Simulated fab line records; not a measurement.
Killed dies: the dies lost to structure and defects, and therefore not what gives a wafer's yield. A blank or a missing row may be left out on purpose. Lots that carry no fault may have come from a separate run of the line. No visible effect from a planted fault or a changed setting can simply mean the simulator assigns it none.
Matching of chambers -- flow sky130 -- SKY_SONOS_ONO_ETCH_15 on rie_diel-03 has 4 sister chambers
The step etches the open film in CHF3/O2, target depth 19.52 nm, time 7.8 s. 4 wafers are shown with their chamber, then 7 later ones without.

## WAFERS PAIRED WITH THEIR CHAMBERS
wafer,chamber,oes_product_au (a.u.)
L081.2,3,1.014
L081.6,0,0.975
L087.1,1,1.026
L087.4,2,0.983

## WAFERS MISSING THEIR CHAMBER
wafer,oes_product_au (a.u.)
L087.6,1.032
L088.3,1.026
L088.5,1.029
L088.6,0.985
L096.1,1.003
L096.2,0.991
L096.3,0.990

## CHAMBER TAKEN BY EACH
wafer,from the rows above,in truth
L087.6,can't be placed: 1 or 3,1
L088.3,can't be placed: 1 or 3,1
L088.5,can't be placed: 1 or 3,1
L088.6,can't be placed: 2 or 0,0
L096.1,can't be placed: 3 or 2 or 1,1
L096.2,can't be placed: 2 or 0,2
L096.3,can't be placed: 2 or 0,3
Placed correctly: 0 of 7. From these rows, 7 cannot be placed; in 6 the true chamber is one of the candidates. 0 placed wrongly.
How it was worked out, from the rows above alone: a wafer's distance from a chamber is the root of the sum, over the readings, of the square of ((its reading less the chamber's mean) divided by the reading's scatter). If the next closest chamber is less than 2 further off than the closest, the wafer can't be placed; otherwise it belongs to the closest. The mean given for a chamber averages the wafers shown for that chamber. The scatter: with one shown wafer a chamber, the root of the mean of the squares of how far each hidden wafer lies from its nearest shown one.
